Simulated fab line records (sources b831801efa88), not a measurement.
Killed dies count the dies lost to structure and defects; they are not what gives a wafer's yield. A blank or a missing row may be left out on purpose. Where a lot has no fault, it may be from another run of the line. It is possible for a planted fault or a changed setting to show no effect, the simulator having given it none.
Problem report in the 8D (eight disciplines) form, filled by code -- flow sky130 -- the parts of the form that need people (team, actions taken, sign-off) are left out

## 1. THE PROBLEM
RES_XHIGH_TW at SKY_RES_XHIGH_TW_MEAS_09 reads a mean of 1913 on 6 wafers of 2 lots; wafers without a fault read 1635 with a standard deviation of 20. That puts it +14 standard deviations away from the usual mean.
Seen first at day 29 14:49 on filmMetro-02, wafer L282.2. The record holds 30 wafers of 10 lots with a number at this step. The rule behind "out" and "out of limits": a value lying over 4 standard deviations away from the usual mean. The other wafers with a number count as sound.

## 2. WHAT IT IS AND WHAT IT IS NOT
question,is,is not
which readings at this step,RES_XHIGH_TW,-
which lots,"L281, L282","L275, L277, L283, L288, L291, L292, L295, L296"
which wafers of those lots,all that have a number,-
read on which gauges,filmMetro-02,"filmMetro-01, filmMetro-04"
when,from day 29 14:49,"up to then (6 sound wafers); but 18 sound wafers of L283, L288, L291, L292, L295, L296 came after"

## 3. THE SUSPECTS, EACH WITH WHAT RULES IT OUT
Counting: a tool at a process step up to the reading stays a suspect if it ran every lot that is out and no sound lot after the first of them.
- the gauge at SKY_RES_XHIGH_TW_MEAS_09: ruled out. All the wafers that are out were read on filmMetro-02, but those of them that SKY_RES_XHIGH_IMPLANT_07 has rows for are out there too, on other tools.
- implanter-01 at SKY_RES_XHIGH_IMPLANT_07: ruled out as a lasting fault. The sound lots L291, L292, L295, L296 went through it after L282, its earliest lot that is out (day 29 14:35).
Left after counting: nothing in the record.

## 4. THE CAUSE (what the simulator had put in)
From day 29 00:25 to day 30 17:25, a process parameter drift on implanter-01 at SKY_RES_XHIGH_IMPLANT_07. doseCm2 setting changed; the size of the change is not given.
It was ruled out by counting, in error; the rule expects a fault to strike all lots run on its tool from its start on, and this fault did not.

## 5. THE CHAIN OF EFFECTS, in route order
One row per reading whose mean, taken over the struck wafers that have a number, lies over 3 standard deviations from the usual. Scope: only readings with a usual standard deviation given in the record; hours: median across lots of the time from each lot's start at the first step in this table that gives one to its start at this step; sigmas: change in usual standard deviations.
hours,step,reading,usual,on struck wafers,change,sigmas
0,SKY_RES_XHIGH_IMPLANT_07,beamOnS,38.9 s,71.3,+32.4,+20
0,SKY_RES_XHIGH_IMPLANT_07,doseIonsCm2,3.601e+14,6.350e+14,+2.749e+14,+99 or more
0,SKY_RES_XHIGH_STRIP_08,oesProductAu,0.711 a.u.,0.692,-0.019,-4.3
0,SKY_RES_XHIGH_STRIP_08,stripTimeToEndpointS,14.26 s,14.85,+0.59,+13
0,SKY_RES_XHIGH_TW_MEAS_09,RES_XHIGH_TW,1635,1913,+278,+14
30,SKY_SD_N_RS_MEAS_18,RES_XHIGH_RS,333.7 ohm/sq,218.6,-115.1,-89
The process steps in it:
- SKY_RES_XHIGH_IMPLANT_07
- SKY_RES_XHIGH_STRIP_08: strips in O2/N2.

## 6. HOW IT WOULD HAVE BEEN CAUGHT EARLIER
In this record the first reading out of limits at a measuring or inspecting step was taken at day 29 14:49, 14 hours after the fault began at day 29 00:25.
The tool's own readings at SKY_RES_XHIGH_IMPLANT_07 were out on every struck wafer that the step has a row for (beamOnS, doseIonsCm2): an alarm limit on them would have fired on the first of those.
